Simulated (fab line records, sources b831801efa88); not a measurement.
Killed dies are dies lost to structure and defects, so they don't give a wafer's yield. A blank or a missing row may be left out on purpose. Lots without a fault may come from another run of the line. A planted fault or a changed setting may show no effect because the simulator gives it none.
Which tool did it? | flow sky130 | 12 lots, 36 wafers sampled, at 4 steps of a route of 708

WHAT THE GAUGES READ, wafer by wafer
SKY_VT_ADJUST_HVTP_CD_MEAS_07: target cd 380 nm. Usual: cd_nm 379.3 nm, standard deviation 2.4.
lot  | measured     | on        | cd_nm (nm)        | flag
L684 | day 6 08:10  | cd_sem-01 | 381.5 381.2 381.2 |
L685 | day 6 22:25  | cd_sem-01 | 382.6 384.9 383.1 |
L688 | day 7 10:35  | cd_sem-02 | 375.0 374.2 376.8 |
L691 | day 8 17:18  | cd_sem-02 | 376.6 376.3 378.7 |
L692 | day 8 16:25  | cd_sem-02 | 378.8 378.0 378.7 |
L696 | day 9 10:48  | cd_sem-02 | 380.7 380.7 381.6 |
L702 | day 11 03:40 | cd_sem-02 | 381.1 380.3 377.7 |
L703 | day 11 10:05 | cd_sem-02 | 382.3 382.2 380.9 |
L704 | day 11 09:47 | cd_sem-02 | 377.6 377.8 378.3 |
L705 | day 11 16:14 | cd_sem-02 | 376.0 375.8 375.6 |
L706 | day 11 19:37 | cd_sem-01 | 383.1 382.9 381.8 |
L707 | day 12 06:28 | cd_sem-02 | 375.7 379.7 379.5 |

WHICH TOOL RAN EACH LOT (tool, then ch and the chambers of the sampled wafers, then the start)
lot  | SKY_FIELD_ISO_ETCH_14             | SKY_FIELD_ISO_ETCH_15             | SKY_FIELD_ISO_WET_ETCH_28
L684 | rie_diel-04 ch 1,2,3, day 2 06:45 | rie_diel-04 ch 1,2,3, day 2 06:48 | wet_bench-02 ch 2, day 2 12:10
L685 | rie_diel-02 ch 0,1,2, day 2 10:42 | rie_diel-02 ch 0,1,2, day 2 10:44 | wet_bench-02 ch 0, day 3 02:18
L688 | rie_diel-01 ch 1,3, day 3 00:50   | rie_diel-01 ch 1,3, day 3 00:52   | wet_bench-04 ch 0, day 3 12:19
L691 | rie_diel-01 ch 1,3, day 3 17:50   | rie_diel-01 ch 1,3, day 3 17:52   | wet_bench-04 ch 2, day 4 10:35
L692 | rie_diel-01 ch 2,3, day 4 02:17   | rie_diel-01 ch 2,3, day 4 02:19   | wet_bench-04 ch 0, day 4 11:11
L696 | rie_diel-01 ch 0,1,3, day 4 18:35 | rie_diel-01 ch 0,1,3, day 4 18:37 | wet_bench-04 ch 3, day 5 05:55
L702 | rie_diel-04 ch 1,2, day 6 03:33   | rie_diel-04 ch 1,2, day 6 03:35   | wet_bench-01 ch 0, day 6 13:26
L703 | rie_diel-01 ch 0,1,3, day 6 08:15 | rie_diel-01 ch 0,1,3, day 6 08:17 | wet_bench-04 ch 1, day 6 19:28
L704 | rie_diel-02 ch 1,2,3, day 6 12:45 | rie_diel-02 ch 1,2,3, day 6 12:47 | wet_bench-04 ch 1, day 6 19:28
L705 | rie_diel-01 ch 0,2, day 6 17:30   | rie_diel-01 ch 0,2, day 6 17:32   | wet_bench-02 ch 2, day 7 00:04
L706 | rie_diel-02 ch 0,1,2, day 6 21:59 | rie_diel-02 ch 0,1,2, day 6 22:01 | wet_bench-02 ch 0, day 7 02:23
L707 | rie_diel-01 ch 0,1,3, day 7 09:00 | rie_diel-01 ch 0,1,3, day 7 09:02 | wet_bench-04 ch 3, day 7 12:44
- SKY_FIELD_ISO_ETCH_14: etches BARC in N2/H2, stops on SiO2, time 45.9 s, target depth 60 nm.
- SKY_FIELD_ISO_ETCH_15: etches the open film in CHF3/O2, stops on Si, target depth 180 nm, time 72 s.
- SKY_FIELD_ISO_WET_ETCH_28: etches SiO2 in dHF, target depth 23.7 nm, time 47 s.

WHAT THE TOOLS THEMSELVES READ (means of the sampled wafers that have a number; where no wafer has one, the mark that the record gives instead)
SKY_FIELD_ISO_ETCH_14. Usual: bias_w 99.93 W, standard deviation 0.29; chamber_pressure_mTorr 29.998 mTorr, standard deviation 0.028; drypump_motor_current_A 5.8 A, standard deviation 0.44; oes_product_au 0.854 a.u., standard deviation 0.0048; rf_fwd_power_W 494.9 W, standard deviation 1.9; throttle_valve_pct 13.224 %, standard deviation 0.0088.
lot  | tool        | bias_w (W) | chamber_pressure_mTorr (mTorr) | drypump_motor_current_A (A) | oes_product_au (a.u.) | rf_fwd_power_W (W) | throttle_valve_pct (%) | flag
L684 | rie_diel-04 | 100.09     | 30.009                         | 5.9                         | 0.855                 | 496.5              | 13.225                 |
L685 | rie_diel-02 | 100.01     | 29.988                         | 5.6                         | 0.854                 | 493.3              | 13.208                 |
L688 | rie_diel-01 | 100.02     | 30.004                         | 5.9                         | 0.852                 | 495.7              | 13.219                 |
L691 | rie_diel-01 | 99.96      | 30.021                         | 6.1                         | 0.856                 | 495.6              | 13.225                 |
L692 | rie_diel-01 | 100.30     | 29.998                         | 5.5                         | 0.858                 | 494.3              | 13.211                 |
L696 | rie_diel-01 | 99.94      | 30.012                         | 5.8                         | 0.852                 | 494.7              | 13.229                 |
L702 | rie_diel-04 | 100.04     | 30.003                         | 5.8                         | 0.852                 | 496.3              | 13.225                 |
L703 | rie_diel-01 | 100.03     | 30.005                         | 5.8                         | 0.853                 | 495.4              | 13.217                 |
L704 | rie_diel-02 | 99.95      | 29.990                         | 6.0                         | 0.853                 | 495.0              | 13.221                 |
L705 | rie_diel-01 | 99.83      | 30.015                         | 5.3                         | 0.854                 | 493.5              | 13.220                 |
L706 | rie_diel-02 | 99.66      | 29.975                         | 5.6                         | 0.855                 | 494.4              | 13.218                 |
L707 | rie_diel-01 | 99.81      | 29.996                         | 5.8                         | 0.849                 | 495.1              | 13.225                 |

SKY_FIELD_ISO_ETCH_15. Usual: O2_flow_sccm 5.000 sccm, standard deviation 0.014; bias_w 200.1 W, standard deviation 0.62; drypump_motor_current_A 5.8 A, standard deviation 0.44; oes_product_au 0.945 a.u., standard deviation 0.0066; rf_fwd_power_W 595.4 W, standard deviation 1.9; throttle_valve_pct 8.844 %, standard deviation 0.0096.
lot  | tool        | O2_flow_sccm (sccm) | bias_w (W) | drypump_motor_current_A (A) | oes_product_au (a.u.) | rf_fwd_power_W (W) | throttle_valve_pct (%) | flag
L684 | rie_diel-04 | 5.005               | 200.4      | 5.9                         | 0.948                 | 595.4              | 8.843                  |
L685 | rie_diel-02 | 4.998               | 200.4      | 5.6                         | 0.937                 | 594.6              | 8.837                  |
L688 | rie_diel-01 | 5.004               | 200.1      | 5.8                         | 0.945                 | 594.2              | 8.850                  |
L691 | rie_diel-01 | 5.005               | 199.6      | 6.1                         | 0.938                 | 595.5              | 8.848                  |
L692 | rie_diel-01 | 4.988               | 200.2      | 5.4                         | 0.947                 | 594.7              | 8.851                  |
L696 | rie_diel-01 | 5.004               | 200.3      | 5.8                         | 0.938                 | 594.4              | 8.835                  |
L702 | rie_diel-04 | 5.009               | 200.4      | 5.7                         | 0.948                 | 596.1              | 8.856                  |
L703 | rie_diel-01 | 5.008               | 199.8      | 5.8                         | 0.955                 | 593.5              | 8.846                  |
L704 | rie_diel-02 | 5.016               | 200.4      | 6.0                         | 0.940                 | 594.8              | 8.849                  |
L705 | rie_diel-01 | 4.998               | 199.8      | 5.3                         | 0.937                 | 594.5              | 8.848                  |
L706 | rie_diel-02 | 4.997               | 199.8      | 5.6                         | 0.947                 | 596.1              | 8.848                  |
L707 | rie_diel-01 | 5.004               | 200.0      | 5.8                         | 0.947                 | 597.4              | 8.850                  |

SKY_FIELD_ISO_WET_ETCH_28. Usual: bath_heat_duty_pct 6.2 %, standard deviation 0.86; run_length_s 75 s, standard deviation 3.
lot  | tool         | bath_heat_duty_pct (%) | run_length_s (s) | flag
L684 | wet_bench-02 | 7.8                    | 73               |
L685 | wet_bench-02 | 5.1                    | 73               |
L688 | wet_bench-04 | 6.2                    | 73               |
L691 | wet_bench-04 | 5.8                    | 73               |
L692 | wet_bench-04 | 6.1                    | 73               |
L696 | wet_bench-04 | 5.2                    | 79               |
L702 | wet_bench-01 | -                      | -                | OFF
L703 | wet_bench-04 | -                      | -                | OFF
L704 | wet_bench-04 | 6.3                    | 78               |
L705 | wet_bench-02 | 7.9                    | 80               |
L706 | wet_bench-02 | 5.2                    | 79               |
L707 | wet_bench-04 | 5.5                    | 74               |

THE ANSWER, worked out from the rows above alone
Rule: a lot is off if the mean of its wafers that have a number lies more than 3 standard deviations from the usual mean. A lot without any number at a reading at which 4 lots or more have one is off too. The other lots that the step has rows for count as sound. The gauges are gone through in route order, then the tools' own readings, and for those a lot's mean is taken as printed above. The first step at which some lot is off is used, and at that step the reading that is off furthest; a lot without a number counts as furthest.
Off: L702, L703, at SKY_FIELD_ISO_WET_ETCH_28 (bath_heat_duty_pct). Without a number there: L702, L703.
A tool fits if, at that step or a process step before it, it ran every lot that is off, and no sound lot after the first of them. None of those tried fits.

WHAT THE SIMULATOR HAD PUT IN
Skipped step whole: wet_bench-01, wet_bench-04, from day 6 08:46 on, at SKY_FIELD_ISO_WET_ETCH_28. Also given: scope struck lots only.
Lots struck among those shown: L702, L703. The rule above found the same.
